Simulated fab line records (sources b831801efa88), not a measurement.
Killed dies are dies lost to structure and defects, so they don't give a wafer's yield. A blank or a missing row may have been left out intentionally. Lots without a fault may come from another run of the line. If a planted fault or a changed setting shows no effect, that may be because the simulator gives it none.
fab line records / flow sky130
[record] lots = 14 wafers = 42 last_day = 51
route steps=708 shown RES_PROTECT@211 POLY_CUT@316 SD_P@328 LOCAL_INTERCONNECT@387
lots untouched by any fault: they come from a run of this same line in which no faults occurred
start_h: hours from the record's first day to the start of the lot's first wafer shown / wait_h: hours since the lot's step before / " as in the row above / L1.1+2: a row that stands for several wafers / - value missing, or start not given / * or withheld: withheld / < > ~ a bound
route shown NAME@n: names a module that has steps shown in the file, with the first one's number in the route / usual: mean/standard deviation taken from wafers without a fault / same: alike in all rows / chamber/n: place in a boat / sites: per-site readings / _std_site: how widely they spread, as a standard deviation / _edge_site: inner sites' mean taken away from outer sites' mean / radius_mm: for every site, how far away it sits from the centre of the wafer / mask NAME#n: copy n / behind: the tool/chamber that last shaped the wafer / hold: why the lot went on hold/how many hours it stayed there/how the hold came to an end / device: names the non-switching transistor (n, p or np) / end of line: at the end of the route, the tests of the same wafers / a step without rows: its recipe alone / killed: dies lost to structure and defects at the first sort, not the wafer's yield / map: shows each die of a wafer: x if killed, . if not, _ if none is there
set.NAME: setting as actually run; set.NAME@STEP: the setting as run at that earlier step / model.NAME: the simulator's own value behind a step, which no gauge read
route steps across a sampled set of lots; one table per step, one row per wafer
services: the hour from which a tool's chamber was out of use, counted from the record's first day as start_h (under 0 if before that day), plus the number of hours and why
[[steps]]
[step SKY_RES_PROTECT_PEB_05]
[recipe] temp_c = withheld time_s = * resist = NOVOLAK
[usual] chill_plate_temp_C = * exhaust_pa = 44.9/0.94
lot.wafer=L569.1 tool=litho_track-01 chamber=0 start_h=335.61 wait_h=- chill_plate_temp_C=* exhaust_pa=44.9
lot.wafer=L569.2 tool=litho_track-01 chamber=0 start_h=335.61 wait_h=- chill_plate_temp_C=* exhaust_pa=45.4
lot.wafer=L569.3 tool=litho_track-01 chamber=0 start_h=335.61 wait_h=- chill_plate_temp_C=* exhaust_pa=46.0
lot.wafer=L570.2 tool=litho_track-04 chamber=0 start_h=362.98 wait_h=- chill_plate_temp_C=* exhaust_pa=43.7
lot.wafer=L570.3 tool=litho_track-04 chamber=0 start_h=362.98 wait_h=- chill_plate_temp_C=* exhaust_pa=44.8
lot.wafer=L570.6 tool=litho_track-04 chamber=0 start_h=362.98 wait_h=- chill_plate_temp_C=* exhaust_pa=44.5
lot.wafer=L571.1 tool=litho_track-04 chamber=0 start_h=365.91 wait_h=- chill_plate_temp_C=* exhaust_pa=44.9
lot.wafer=L571.5 tool=litho_track-04 chamber=0 start_h=365.91 wait_h=- chill_plate_temp_C=* exhaust_pa=44.3
lot.wafer=L571.6 tool=litho_track-04 chamber=0 start_h=365.91 wait_h=- chill_plate_temp_C=* exhaust_pa=44.2
lot.wafer=L572.1 tool=litho_track-04 chamber=0 start_h=367.96 wait_h=- chill_plate_temp_C=* exhaust_pa=44.7
lot.wafer=L572.4 tool=litho_track-04 chamber=0 start_h=367.96 wait_h=- chill_plate_temp_C=* exhaust_pa=44.9
lot.wafer=L572.5 tool=litho_track-04 chamber=0 start_h=367.96 wait_h=- chill_plate_temp_C=* exhaust_pa=44.4
lot.wafer=L575.3 tool=litho_track-02 chamber=0 start_h=385.67 wait_h=- chill_plate_temp_C=* exhaust_pa=44.1
lot.wafer=L575.5 tool=litho_track-02 chamber=0 start_h=385.67 wait_h=- chill_plate_temp_C=* exhaust_pa=44.5
lot.wafer=L575.6 tool=litho_track-02 chamber=0 start_h=385.67 wait_h=- chill_plate_temp_C=* exhaust_pa=44.6
lot.wafer=L577.2 tool=litho_track-01 chamber=0 start_h=411.58 wait_h=- chill_plate_temp_C=* exhaust_pa=44.6
lot.wafer=L577.4 tool=litho_track-01 chamber=0 start_h=411.58 wait_h=- chill_plate_temp_C=* exhaust_pa=45.3
lot.wafer=L577.5 tool=litho_track-01 chamber=0 start_h=411.58 wait_h=- chill_plate_temp_C=* exhaust_pa=45.6
lot.wafer=L579.3 tool=litho_track-04 chamber=0 start_h=417.16 wait_h=- chill_plate_temp_C=* exhaust_pa=43.0
lot.wafer=L579.4 tool=litho_track-04 chamber=0 start_h=417.16 wait_h=- chill_plate_temp_C=* exhaust_pa=43.3
lot.wafer=L579.6 tool=litho_track-04 chamber=0 start_h=417.16 wait_h=- chill_plate_temp_C=* exhaust_pa=45.5
lot.wafer=L581.2 tool=litho_track-04 chamber=0 start_h=442.48 wait_h=- chill_plate_temp_C=* exhaust_pa=45.4
lot.wafer=L581.4 tool=litho_track-04 chamber=0 start_h=442.48 wait_h=- chill_plate_temp_C=* exhaust_pa=45.3
lot.wafer=L581.6 tool=litho_track-04 chamber=0 start_h=442.48 wait_h=- chill_plate_temp_C=* exhaust_pa=44.2
lot.wafer=L587.3 tool=litho_track-02 chamber=- start_h=491.12 wait_h=- chill_plate_temp_C=- exhaust_pa=-
lot.wafer=L587.4 tool=litho_track-02 chamber=- start_h=491.12 wait_h=- chill_plate_temp_C=- exhaust_pa=-
lot.wafer=L587.6 tool=litho_track-02 chamber=- start_h=491.12 wait_h=- chill_plate_temp_C=- exhaust_pa=-
lot.wafer=L588.1 tool=litho_track-01 chamber=- start_h=504.91 wait_h=- chill_plate_temp_C=- exhaust_pa=-
lot.wafer=L588.2 tool=litho_track-01 chamber=- start_h=504.91 wait_h=- chill_plate_temp_C=- exhaust_pa=-
lot.wafer=L588.3 tool=litho_track-01 chamber=- start_h=504.91 wait_h=- chill_plate_temp_C=- exhaust_pa=-
lot.wafer=L589.1 tool=litho_track-04 chamber=0 start_h=522.66 wait_h=- chill_plate_temp_C=* exhaust_pa=43.3
lot.wafer=L589.2 tool=litho_track-04 chamber=0 start_h=522.66 wait_h=- chill_plate_temp_C=* exhaust_pa=41.7
lot.wafer=L589.3 tool=litho_track-04 chamber=0 start_h=522.66 wait_h=- chill_plate_temp_C=* exhaust_pa=44.4
lot.wafer=L590.1 tool=litho_track-02 chamber=0 start_h=543.97 wait_h=- chill_plate_temp_C=* exhaust_pa=45.6
lot.wafer=L590.3 tool=litho_track-02 chamber=0 start_h=543.97 wait_h=- chill_plate_temp_C=* exhaust_pa=46.5
lot.wafer=L590.6 tool=litho_track-02 chamber=0 start_h=543.97 wait_h=- chill_plate_temp_C=* exhaust_pa=45.1
lot.wafer=L592.1 tool=litho_track-04 chamber=0 start_h=561.26 wait_h=- chill_plate_temp_C=* exhaust_pa=45.0
lot.wafer=L592.2 tool=litho_track-04 chamber=0 start_h=561.26 wait_h=- chill_plate_temp_C=* exhaust_pa=46.0
lot.wafer=L592.4 tool=litho_track-04 chamber=0 start_h=561.26 wait_h=- chill_plate_temp_C=* exhaust_pa=45.1
lot.wafer=L591.1 tool=litho_track-01 chamber=0 start_h=563.76 wait_h=- chill_plate_temp_C=* exhaust_pa=46.2
lot.wafer=L591.3 tool=litho_track-01 chamber=0 start_h=563.76 wait_h=- chill_plate_temp_C=* exhaust_pa=43.8
lot.wafer=L591.4 tool=litho_track-01 chamber=0 start_h=563.76 wait_h=- chill_plate_temp_C=* exhaust_pa=45.6
[step SKY_POLY_CUT_OVL_MEAS_09]
[usual] POLY_CUT_OVL = 4/4.9
lot.wafer=L569.1 tool=overlay-01 chamber=- start_h=551.68 wait_h=0.4 POLY_CUT_OVL[nm]=1
lot.wafer=L569.2 tool=overlay-01 chamber=- start_h=551.68 wait_h=0.4 POLY_CUT_OVL[nm]=6
lot.wafer=L569.3 tool=overlay-01 chamber=- start_h=551.68 wait_h=0.4 POLY_CUT_OVL[nm]=6
lot.wafer=L570.2 tool=overlay-01 chamber=- start_h=588.74 wait_h=0.1 POLY_CUT_OVL[nm]=-7
lot.wafer=L570.3 tool=overlay-01 chamber=- start_h=588.74 wait_h=0.1 POLY_CUT_OVL[nm]=-5
lot.wafer=L570.6 tool=overlay-01 chamber=- start_h=588.74 wait_h=0.1 POLY_CUT_OVL[nm]=4
lot.wafer=L571.1 tool=overlay-02 chamber=- start_h=588.88 wait_h=0.1 POLY_CUT_OVL[nm]=10
lot.wafer=L571.5 tool=overlay-02 chamber=- start_h=588.88 wait_h=0.1 POLY_CUT_OVL[nm]=14
lot.wafer=L571.6 tool=overlay-02 chamber=- start_h=588.88 wait_h=0.1 POLY_CUT_OVL[nm]=4
lot.wafer=L572.1 tool=overlay-02 chamber=- start_h=590.38 wait_h=0.1 POLY_CUT_OVL[nm]=6
lot.wafer=L572.4 tool=overlay-02 chamber=- start_h=590.38 wait_h=0.1 POLY_CUT_OVL[nm]=6
lot.wafer=L572.5 tool=overlay-02 chamber=- start_h=590.38 wait_h=0.1 POLY_CUT_OVL[nm]=2
lot.wafer=L575.3 tool=overlay-01 chamber=- start_h=603.94 wait_h=0.1 POLY_CUT_OVL[nm]=7
lot.wafer=L575.5 tool=overlay-01 chamber=- start_h=603.94 wait_h=0.1 POLY_CUT_OVL[nm]=5
lot.wafer=L575.6 tool=overlay-01 chamber=- start_h=603.94 wait_h=0.1 POLY_CUT_OVL[nm]=6
lot.wafer=L577.2 tool=overlay-01 chamber=- start_h=631.73 wait_h=0.1 POLY_CUT_OVL[nm]=4
lot.wafer=L577.4 tool=overlay-01 chamber=- start_h=631.73 wait_h=0.1 POLY_CUT_OVL[nm]=0
lot.wafer=L577.5 tool=overlay-01 chamber=- start_h=631.73 wait_h=0.1 POLY_CUT_OVL[nm]=10
lot.wafer=L579.3 tool=overlay-02 chamber=- start_h=635.19 wait_h=0.1 POLY_CUT_OVL[nm]=2
lot.wafer=L579.4 tool=overlay-02 chamber=- start_h=635.19 wait_h=0.1 POLY_CUT_OVL[nm]=-3
lot.wafer=L579.6 tool=overlay-02 chamber=- start_h=635.19 wait_h=0.1 POLY_CUT_OVL[nm]=4
lot.wafer=L581.2 tool=overlay-02 chamber=- start_h=659.13 wait_h=0.1 POLY_CUT_OVL[nm]=8
lot.wafer=L581.4 tool=overlay-02 chamber=- start_h=659.13 wait_h=0.1 POLY_CUT_OVL[nm]=10
lot.wafer=L581.6 tool=overlay-02 chamber=- start_h=659.13 wait_h=0.1 POLY_CUT_OVL[nm]=10
lot.wafer=L587.3 tool=overlay-01 chamber=- start_h=703.14 wait_h=0.1 POLY_CUT_OVL[nm]=-4
lot.wafer=L587.4 tool=overlay-01 chamber=- start_h=703.14 wait_h=0.1 POLY_CUT_OVL[nm]=-7
lot.wafer=L587.6 tool=overlay-01 chamber=- start_h=703.14 wait_h=0.1 POLY_CUT_OVL[nm]=-1
lot.wafer=L588.1 tool=overlay-02 chamber=- start_h=718.73 wait_h=0.1 POLY_CUT_OVL[nm]=-1
lot.wafer=L588.2 tool=overlay-02 chamber=- start_h=718.73 wait_h=0.1 POLY_CUT_OVL[nm]=0
lot.wafer=L588.3 tool=overlay-02 chamber=- start_h=718.73 wait_h=0.1 POLY_CUT_OVL[nm]=1
lot.wafer=L589.1 tool=overlay-02 chamber=- start_h=731.93 wait_h=0.1 POLY_CUT_OVL[nm]=8
lot.wafer=L589.2 tool=overlay-02 chamber=- start_h=731.93 wait_h=0.1 POLY_CUT_OVL[nm]=5
lot.wafer=L589.3 tool=overlay-02 chamber=- start_h=731.93 wait_h=0.1 POLY_CUT_OVL[nm]=3
lot.wafer=L590.1 tool=overlay-02 chamber=- start_h=751.63 wait_h=0.1 POLY_CUT_OVL[nm]=9
lot.wafer=L590.3 tool=overlay-02 chamber=- start_h=751.63 wait_h=0.1 POLY_CUT_OVL[nm]=4
lot.wafer=L590.6 tool=overlay-02 chamber=- start_h=751.63 wait_h=0.1 POLY_CUT_OVL[nm]=10
lot.wafer=L592.1 tool=overlay-02 chamber=- start_h=768.13 wait_h=0.1 POLY_CUT_OVL[nm]=3
lot.wafer=L592.2 tool=overlay-02 chamber=- start_h=768.13 wait_h=0.1 POLY_CUT_OVL[nm]=0
lot.wafer=L592.4 tool=overlay-02 chamber=- start_h=768.13 wait_h=0.1 POLY_CUT_OVL[nm]=4
lot.wafer=L591.1 tool=overlay-02 chamber=- start_h=770.53 wait_h=0.1 POLY_CUT_OVL[nm]=3
lot.wafer=L591.3 tool=overlay-02 chamber=- start_h=770.53 wait_h=0.1 POLY_CUT_OVL[nm]=4
lot.wafer=L591.4 tool=overlay-02 chamber=- start_h=770.53 wait_h=0.1 POLY_CUT_OVL[nm]=2
[step SKY_SD_P_OVL_MEAS_08]
[usual] SD_P_OVL = 0.5/1.2
lot.wafer=L569.1 tool=overlay-01 chamber=- start_h=581.54 wait_h=0.1 SD_P_OVL[nm]=0.6
lot.wafer=L569.2 tool=overlay-01 chamber=- start_h=581.54 wait_h=0.1 SD_P_OVL[nm]=-0.7
lot.wafer=L569.3 tool=overlay-01 chamber=- start_h=581.54 wait_h=0.1 SD_P_OVL[nm]=-0.2
lot.wafer=L570.2 tool=overlay-01 chamber=- start_h=618.50 wait_h=0.1 SD_P_OVL[nm]=0.3
lot.wafer=L570.3 tool=overlay-01 chamber=- start_h=618.50 wait_h=0.1 SD_P_OVL[nm]=-0.5
lot.wafer=L570.6 tool=overlay-01 chamber=- start_h=618.50 wait_h=0.1 SD_P_OVL[nm]=1.4
lot.wafer=L571.1 tool=overlay-01 chamber=- start_h=618.60 wait_h=0.1 SD_P_OVL[nm]=0.9
lot.wafer=L571.5 tool=overlay-01 chamber=- start_h=618.60 wait_h=0.1 SD_P_OVL[nm]=-0.3
lot.wafer=L571.6 tool=overlay-01 chamber=- start_h=618.60 wait_h=0.1 SD_P_OVL[nm]=1.0
lot.wafer=L572.1 tool=overlay-01 chamber=- start_h=619.59 wait_h=0.1 SD_P_OVL[nm]=1.3
lot.wafer=L572.4 tool=overlay-01 chamber=- start_h=619.59 wait_h=0.1 SD_P_OVL[nm]=0.8
lot.wafer=L572.5 tool=overlay-01 chamber=- start_h=619.59 wait_h=0.1 SD_P_OVL[nm]=0.4
lot.wafer=L575.3 tool=overlay-01 chamber=- start_h=633.71 wait_h=0.1 SD_P_OVL[nm]=1.3
lot.wafer=L575.5 tool=overlay-01 chamber=- start_h=633.71 wait_h=0.1 SD_P_OVL[nm]=-0.9
lot.wafer=L575.6 tool=overlay-01 chamber=- start_h=633.71 wait_h=0.1 SD_P_OVL[nm]=0.6
lot.wafer=L577.2 tool=overlay-02 chamber=- start_h=659.53 wait_h=0.1 SD_P_OVL[nm]=0.7
lot.wafer=L577.4 tool=overlay-02 chamber=- start_h=659.53 wait_h=0.1 SD_P_OVL[nm]=-0.8
lot.wafer=L577.5 tool=overlay-02 chamber=- start_h=659.53 wait_h=0.1 SD_P_OVL[nm]=1.1
lot.wafer=L579.3 tool=overlay-02 chamber=- start_h=663.15 wait_h=0.1 SD_P_OVL[nm]=0.5
lot.wafer=L579.4 tool=overlay-02 chamber=- start_h=663.15 wait_h=0.1 SD_P_OVL[nm]=-1.1
lot.wafer=L579.6 tool=overlay-02 chamber=- start_h=663.15 wait_h=0.1 SD_P_OVL[nm]=0.6
lot.wafer=L581.2 tool=overlay-02 chamber=- start_h=687.83 wait_h=0.1 SD_P_OVL[nm]=1.4
lot.wafer=L581.4 tool=overlay-02 chamber=- start_h=687.83 wait_h=0.1 SD_P_OVL[nm]=2.7
lot.wafer=L581.6 tool=overlay-02 chamber=- start_h=687.83 wait_h=0.1 SD_P_OVL[nm]=1.7
lot.wafer=L587.3 tool=overlay-02 chamber=- start_h=730.70 wait_h=0.1 SD_P_OVL[nm]=3.5
lot.wafer=L587.4 tool=overlay-02 chamber=- start_h=730.70 wait_h=0.1 SD_P_OVL[nm]=1.6
lot.wafer=L587.6 tool=overlay-02 chamber=- start_h=730.70 wait_h=0.1 SD_P_OVL[nm]=1.1
lot.wafer=L588.1 tool=overlay-02 chamber=- start_h=746.49 wait_h=0.1 SD_P_OVL[nm]=0.6
lot.wafer=L588.2 tool=overlay-02 chamber=- start_h=746.49 wait_h=0.1 SD_P_OVL[nm]=0.5
lot.wafer=L588.3 tool=overlay-02 chamber=- start_h=746.49 wait_h=0.1 SD_P_OVL[nm]=-0.2
lot.wafer=L589.1 tool=overlay-02 chamber=- start_h=759.28 wait_h=0.1 SD_P_OVL[nm]=1.9
lot.wafer=L589.2 tool=overlay-02 chamber=- start_h=759.28 wait_h=0.1 SD_P_OVL[nm]=1.7
lot.wafer=L589.3 tool=overlay-02 chamber=- start_h=759.28 wait_h=0.1 SD_P_OVL[nm]=0.9
lot.wafer=L590.1 tool=overlay-01 chamber=- start_h=777.89 wait_h=0.1 SD_P_OVL[nm]=-0.8
lot.wafer=L590.3 tool=overlay-01 chamber=- start_h=777.89 wait_h=0.1 SD_P_OVL[nm]=0.4
lot.wafer=L590.6 tool=overlay-01 chamber=- start_h=777.89 wait_h=0.1 SD_P_OVL[nm]=-1.1
lot.wafer=L592.1 tool=overlay-02 chamber=- start_h=794.18 wait_h=0.1 SD_P_OVL[nm]=1.2
lot.wafer=L592.2 tool=overlay-02 chamber=- start_h=794.18 wait_h=0.1 SD_P_OVL[nm]=0.2
lot.wafer=L592.4 tool=overlay-02 chamber=- start_h=794.18 wait_h=0.1 SD_P_OVL[nm]=1.9
lot.wafer=L591.1 tool=overlay-02 chamber=- start_h=797.48 wait_h=0.1 SD_P_OVL[nm]=1.4
lot.wafer=L591.3 tool=overlay-02 chamber=- start_h=797.48 wait_h=0.1 SD_P_OVL[nm]=0.9
lot.wafer=L591.4 tool=overlay-02 chamber=- start_h=797.48 wait_h=0.1 SD_P_OVL[nm]=2.4
[step SKY_LOCAL_INTERCONNECT_SPUTTER_00]
[recipe] material = TiN target_thk_nm = 100 temp_c = 300 power_w = 6500 time_s = 83.3 chamber_pressure_pa = 0.4
[usual] cathode_dc_power_W = 6500.0/1.2 susceptor_temp_C = 299.99/0.18 throttle_valve_pct = 30.1/1
lot.wafer=L569.1 tool=pvd_sputter-02 chamber=- start_h=671.48 wait_h=0.2 cathode_dc_power_W=6500.9 susceptor_temp_C=300.09 throttle_valve_pct=31.7
lot.wafer=L569.2 tool=pvd_sputter-02 chamber=- start_h=671.48 wait_h=0.2 cathode_dc_power_W=6499.2 susceptor_temp_C=300.05 throttle_valve_pct=30.5
lot.wafer=L569.3 tool=pvd_sputter-02 chamber=- start_h=671.48 wait_h=0.2 cathode_dc_power_W=6500.2 susceptor_temp_C=299.99 throttle_valve_pct=28.9
lot.wafer=L570.2 tool=pvd_sputter-03 chamber=- start_h=706.08 wait_h=0.2 cathode_dc_power_W=6501.2 susceptor_temp_C=299.91 throttle_valve_pct=28.6
lot.wafer=L570.3 tool=pvd_sputter-03 chamber=- start_h=706.08 wait_h=0.2 cathode_dc_power_W=6500.9 susceptor_temp_C=299.99 throttle_valve_pct=30.9
lot.wafer=L570.6 tool=pvd_sputter-03 chamber=- start_h=706.08 wait_h=0.2 cathode_dc_power_W=6500.9 susceptor_temp_C=300.20 throttle_valve_pct=28.9
lot.wafer=L571.1 tool=pvd_sputter-03 chamber=- start_h=706.88 wait_h=0.1 cathode_dc_power_W=6498.9 susceptor_temp_C=300.12 throttle_valve_pct=30.4
lot.wafer=L571.5 tool=pvd_sputter-03 chamber=- start_h=706.88 wait_h=0.1 cathode_dc_power_W=6501.6 susceptor_temp_C=299.89 throttle_valve_pct=29.9
lot.wafer=L571.6 tool=pvd_sputter-03 chamber=- start_h=706.88 wait_h=0.1 cathode_dc_power_W=6497.5 susceptor_temp_C=299.92 throttle_valve_pct=29.7
lot.wafer=L572.1 tool=pvd_sputter-02 chamber=- start_h=708.61 wait_h=0.2 cathode_dc_power_W=6500.0 susceptor_temp_C=299.87 throttle_valve_pct=30.5
lot.wafer=L572.4 tool=pvd_sputter-02 chamber=- start_h=708.61 wait_h=0.2 cathode_dc_power_W=6499.9 susceptor_temp_C=300.10 throttle_valve_pct=30.4
lot.wafer=L572.5 tool=pvd_sputter-02 chamber=- start_h=708.61 wait_h=0.2 cathode_dc_power_W=6498.1 susceptor_temp_C=300.39 throttle_valve_pct=31.5
lot.wafer=L575.3 tool=pvd_sputter-02 chamber=- start_h=722.03 wait_h=0.1 cathode_dc_power_W=6501.8 susceptor_temp_C=299.97 throttle_valve_pct=31.4
lot.wafer=L575.5 tool=pvd_sputter-02 chamber=- start_h=722.03 wait_h=0.1 cathode_dc_power_W=6500.5 susceptor_temp_C=299.95 throttle_valve_pct=29.0
lot.wafer=L575.6 tool=pvd_sputter-02 chamber=- start_h=722.03 wait_h=0.1 cathode_dc_power_W=6500.4 susceptor_temp_C=299.79 throttle_valve_pct=30.6
lot.wafer=L577.2 tool=pvd_sputter-04 chamber=- start_h=746.38 wait_h=0.1 cathode_dc_power_W=6501.8 susceptor_temp_C=299.92 throttle_valve_pct=30.2
lot.wafer=L577.4 tool=pvd_sputter-04 chamber=- start_h=746.38 wait_h=0.1 cathode_dc_power_W=6500.7 susceptor_temp_C=299.91 throttle_valve_pct=31.5
lot.wafer=L577.5 tool=pvd_sputter-04 chamber=- start_h=746.38 wait_h=0.1 cathode_dc_power_W=6500.8 susceptor_temp_C=300.16 throttle_valve_pct=29.4
lot.wafer=L579.3 tool=pvd_sputter-04 chamber=- start_h=751.61 wait_h=0.1 cathode_dc_power_W=6501.4 susceptor_temp_C=300.06 throttle_valve_pct=30.0
lot.wafer=L579.4 tool=pvd_sputter-04 chamber=- start_h=751.61 wait_h=0.1 cathode_dc_power_W=6501.4 susceptor_temp_C=300.00 throttle_valve_pct=28.1
lot.wafer=L579.6 tool=pvd_sputter-04 chamber=- start_h=751.61 wait_h=0.1 cathode_dc_power_W=6499.7 susceptor_temp_C=300.17 throttle_valve_pct=30.0
lot.wafer=L581.2 tool=pvd_sputter-03 chamber=- start_h=773.23 wait_h=0.2 cathode_dc_power_W=6497.5 susceptor_temp_C=299.87 throttle_valve_pct=30.2
lot.wafer=L581.4 tool=pvd_sputter-03 chamber=- start_h=773.23 wait_h=0.2 cathode_dc_power_W=6499.2 susceptor_temp_C=300.24 throttle_valve_pct=29.7
lot.wafer=L581.6 tool=pvd_sputter-03 chamber=- start_h=773.23 wait_h=0.2 cathode_dc_power_W=6500.9 susceptor_temp_C=299.89 throttle_valve_pct=29.9
lot.wafer=L587.3 tool=pvd_sputter-02 chamber=- start_h=814.35 wait_h=0.1 cathode_dc_power_W=6501.7 susceptor_temp_C=299.81 throttle_valve_pct=29.1
lot.wafer=L587.4 tool=pvd_sputter-02 chamber=- start_h=814.35 wait_h=0.1 cathode_dc_power_W=6498.3 susceptor_temp_C=299.75 throttle_valve_pct=30.7
lot.wafer=L587.6 tool=pvd_sputter-02 chamber=- start_h=814.35 wait_h=0.1 cathode_dc_power_W=6498.9 susceptor_temp_C=299.88 throttle_valve_pct=30.6
lot.wafer=L588.1 tool=pvd_sputter-03 chamber=- start_h=829.08 wait_h=0.1 cathode_dc_power_W=6500.7 susceptor_temp_C=299.72 throttle_valve_pct=29.9
lot.wafer=L588.2 tool=pvd_sputter-03 chamber=- start_h=829.08 wait_h=0.1 cathode_dc_power_W=6498.6 susceptor_temp_C=300.10 throttle_valve_pct=28.6
lot.wafer=L588.3 tool=pvd_sputter-03 chamber=- start_h=829.08 wait_h=0.1 cathode_dc_power_W=6501.5 susceptor_temp_C=300.35 throttle_valve_pct=30.0
lot.wafer=L589.1 tool=pvd_sputter-02 chamber=- start_h=842.90 wait_h=0.1 cathode_dc_power_W=6501.2 susceptor_temp_C=300.01 throttle_valve_pct=31.6
lot.wafer=L589.2 tool=pvd_sputter-02 chamber=- start_h=842.90 wait_h=0.1 cathode_dc_power_W=6500.5 susceptor_temp_C=299.94 throttle_valve_pct=30.4
lot.wafer=L589.3 tool=pvd_sputter-02 chamber=- start_h=842.90 wait_h=0.1 cathode_dc_power_W=6500.9 susceptor_temp_C=300.29 throttle_valve_pct=30.3
lot.wafer=L590.1 tool=pvd_sputter-03 chamber=- start_h=859.48 wait_h=0.1 cathode_dc_power_W=6501.3 susceptor_temp_C=300.23 throttle_valve_pct=28.6
lot.wafer=L590.3 tool=pvd_sputter-03 chamber=- start_h=859.48 wait_h=0.1 cathode_dc_power_W=6500.0 susceptor_temp_C=299.79 throttle_valve_pct=29.8
lot.wafer=L590.6 tool=pvd_sputter-03 chamber=- start_h=859.48 wait_h=0.1 cathode_dc_power_W=6497.9 susceptor_temp_C=299.96 throttle_valve_pct=28.7
lot.wafer=L592.1 tool=pvd_sputter-02 chamber=- start_h=876.66 wait_h=0.1 cathode_dc_power_W=6499.2 susceptor_temp_C=299.84 throttle_valve_pct=28.8
lot.wafer=L592.2 tool=pvd_sputter-02 chamber=- start_h=876.66 wait_h=0.1 cathode_dc_power_W=6499.1 susceptor_temp_C=300.06 throttle_valve_pct=30.8
lot.wafer=L592.4 tool=pvd_sputter-02 chamber=- start_h=876.66 wait_h=0.1 cathode_dc_power_W=6500.8 susceptor_temp_C=300.05 throttle_valve_pct=30.4
lot.wafer=L591.1 tool=pvd_sputter-03 chamber=- start_h=878.48 wait_h=0.2 cathode_dc_power_W=6500.3 susceptor_temp_C=299.92 throttle_valve_pct=29.8
lot.wafer=L591.3 tool=pvd_sputter-03 chamber=- start_h=878.48 wait_h=0.2 cathode_dc_power_W=6499.3 susceptor_temp_C=299.98 throttle_valve_pct=28.5
lot.wafer=L591.4 tool=pvd_sputter-03 chamber=- start_h=878.48 wait_h=0.2 cathode_dc_power_W=6499.5 susceptor_temp_C=300.28 throttle_valve_pct=31.1
[[services]]
tool=pvd_sputter-03 chamber=- start_h=322.90 hours=2.6 kind=repair
tool=pvd_sputter-04 chamber=- start_h=323.04 hours=5.0 kind=repair
tool=litho_track-04 chamber=- start_h=335.34 hours=- kind=consumable_replace:filter
tool=pvd_sputter-03 chamber=- start_h=343.73 hours=1.8 kind=repair
tool=pvd_sputter-02 chamber=- start_h=354.43 hours=1.5 kind=repair
tool=litho_track-02 chamber=- start_h=387.68 hours=- kind=consumable_replace:filter
tool=pvd_sputter-02 chamber=- start_h=430.23 hours=8.4 kind=repair
tool=pvd_sputter-04 chamber=- start_h=543.71 hours=6.3 kind=repair
tool=pvd_sputter-02 chamber=- start_h=552.40 hours=14.3 kind=repair
tool=pvd_sputter-03 chamber=- start_h=569.62 hours=7.6 kind=repair
tool=pvd_sputter-03 chamber=- start_h=572.89 hours=8.9 kind=repair
tool=litho_track-01 chamber=- start_h=582.17 hours=- kind=consumable_replace:filter
tool=pvd_sputter-03 chamber=- start_h=584.14 hours=1.3 kind=repair
tool=pvd_sputter-02 chamber=- start_h=621.51 hours=2.4 kind=repair
tool=pvd_sputter-03 chamber=- start_h=711.25 hours=1.7 kind=repair
tool=pvd_sputter-04 chamber=- start_h=716.89 hours=2.3 kind=repair
tool=pvd_sputter-03 chamber=- start_h=720.08 hours=3.6 kind=repair
tool=pvd_sputter-02 chamber=- start_h=763.69 hours=4.2 kind=repair
tool=pvd_sputter-03 chamber=- start_h=815.93 hours=4.4 kind=repair
tool=pvd_sputter-02 chamber=- start_h=855.11 hours=2.4 kind=repair
tool=pvd_sputter-03 chamber=- start_h=868.06 hours=1.0 kind=repair
[[key]]
[first_sign] step = SKY_RES_PROTECT_PEB_05 reading = tool_record direction = missing
effect none on later readings
met_at SKY_RES_PROTECT_PEB_05
struck_lots L587,L588
sort_left_out L587.3,L587.4,L587.6,L588.1,L588.2,L588.3
tester_left_out L587,L588
not_acting_at SKY_POLY_CUT_OVL_MEAS_09,SKY_SD_P_OVL_MEAS_08,SKY_LOCAL_INTERCONNECT_SPUTTER_00
onset_between 411.58 491.12
[fault] kind = skipped_step_whole tool = litho_track-01,litho_track-02 chamber = - onset_h = 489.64 steps = SKY_RES_PROTECT_PEB_05 scope = struck_lots_only
// tester_left_out: of these lots the tester's yield and bins aren't shown, on N5 and GAA mostly nor the transistor test; their killed dies are dies lost to structure and defects alone, not to doping, threshold or leakage, so they don't give the yield
// sort_left_out: the simulated sort isn't trusted on such a fault, so these wafers' sort isn't shown, and their yield isn't known
